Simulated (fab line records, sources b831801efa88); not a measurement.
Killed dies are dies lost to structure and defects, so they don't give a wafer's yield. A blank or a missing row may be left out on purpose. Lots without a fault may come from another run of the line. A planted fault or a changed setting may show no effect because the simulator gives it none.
A struck lot beside a sound one | flow gf180mcu | 16 steps out of a route of 602
Sound: wafers L521.3, L521.4, L521.6. Struck: wafer L525.6. (L525.2, L525.4 of the same lot were not struck and are left out.) The cause comes at the end.
At each step with rows: each side's tool, then ch and its chambers, then its first start. Under that, the readings that differ: sound wafers | struck wafers | difference of the means | sigmas: that difference in standard deviations of wafers without a fault.
alike: readings whose means differ by less than 2 such deviations, and words and numbers that are the same on both sides. not compared: withheld readings, readings that some wafer has no value for, bounds like >300 that may hide the same value, and numbers for which the record gives no deviation and whose values overlap.
The two part at a step that has a row with sigmas, a row that says differs or no value, or rows on one side only. Numbers that don't overlap but have no deviation are shown without sigmas and don't part them. A reading that every wafer of one side lacks parts them only if that side has two wafers or more.

first, 1 step without rows for these wafers: GF_STI_DEVELOP_11 (develop time 60 s).
GF_STI_CD_MEAS_12: target cd 220 nm.
  sound on cd_sem-02, day 4 01:04; struck on cd_sem-02, day 5 01:10
  alike: cd_nm
GF_STI_ETCH_13: etches the open film in CHF3/O2, stops on Si, target depth 282.31 nm, time 112.9 s.
  sound on rie_diel-04 ch 1,2, day 4 01:08; struck on rie_diel-04 ch 1, day 5 01:16
  alike: chf3_flow_sccm, drypump_motor_current_A, oes_product_au, rf_fwd_power_W, throttle_valve_pct
  not compared: rf_hours_counter_h
GF_STI_ETCH_14: etches Si in HBr/Cl2/O2, target depth 360 nm, time 102.9 s.
  sound on rie_si-01 ch 0,2,3, day 4 01:13; struck on rie_si-02 ch 3, day 5 01:21
  reading               | sound             | struck | difference | sigmas
  oes_product_au (a.u.) | 1.008 0.994 0.986 | 1.023  | +0.027     | +2
  alike: drypump_motor_current_A, rf_fwd_power_W, throttle_valve_pct
  not compared: rf_hours_counter_h
GF_STI_STRIP_15: strips in O2/N2.
  sound on plasma_asher-02 ch 0,1, day 4 01:20; struck on plasma_asher-03 ch 1, day 5 01:26
  reading             | sound          | struck | difference | sigmas
  o2_flow_sccm (sccm) | 2986 2984 2988 | 3003   | +17        | +2
  alike: drypump_motor_current_A, heater_power_w, oes_product_au, strip_time_to_endpoint_s
  not compared: rf_hours_counter_h
then, 6 steps without rows for these wafers: GF_STI_CLEAN_16 (cleans in dHF, time 25 s); GF_STI_WET_ETCH_17 (etches Si3N4 in H3PO4, target depth 45 nm, time 514 s); GF_STI_CLEAN_18 (cleans in SC1/SC2, time 150 s); GF_STI_CLEAN_19 (cleans in dHF, time 20 s); GF_STI_WET_ETCH_20 (etches SiO2 in dHF, target depth 20 nm, time 400 s); GF_STI_OXIDATION_21 (stabilise 600 s, purge 300 s, target thk 15 nm).
GF_STI_THK_MEAS_22:
  sound on film_metro-04, day 4 07:55; struck on film_metro-04, day 5 03:41
  alike: STI_OXIDATION_01_THK
GF_STI_CVD_23: deposits SiO2, target thk 650 nm, time 108.3 s.
  sound on hdpcvd-01 ch 0,1, day 4 07:58; struck on hdpcvd-02 ch 2, day 5 03:44
  reading                              | sound           | struck | difference | sigmas
  model.SiO2_of_STI_CVD_23.thk_nm (nm) | 659.4 649.2 662 | 869.4  | +212.5     |
GF_STI_THK_MEAS_24:
  sound on film_metro-03, day 4 08:05; struck on film_metro-04, day 5 03:49
  reading             | sound       | struck | difference | sigmas
  STI_CVD_23_THK (nm) | 660 649 662 | 869    | +212       | +29
GF_STI_CMP_25: polishes, stops on Si3N4, t overpolish 33 s, target thk 524.6 nm.
  sound on cmp-01 ch 1,2, day 4 08:08; struck on cmp-01 ch 2, day 5 03:55
  reading                | sound       | struck | difference | sigmas
  time_to_endpoint_s (s) | 132 125 134 | 165    | +35        | +7
  alike: motor_current_A
then, 1 step without rows for these wafers: GF_STI_WET_ETCH_26 (etches SiO2 in dHF, target depth 94 nm, time 188 s).

WHERE THEY PART
First at GF_STI_ETCH_14; last, within this record, at GF_STI_CMP_25.

WHY: what the simulator had put in
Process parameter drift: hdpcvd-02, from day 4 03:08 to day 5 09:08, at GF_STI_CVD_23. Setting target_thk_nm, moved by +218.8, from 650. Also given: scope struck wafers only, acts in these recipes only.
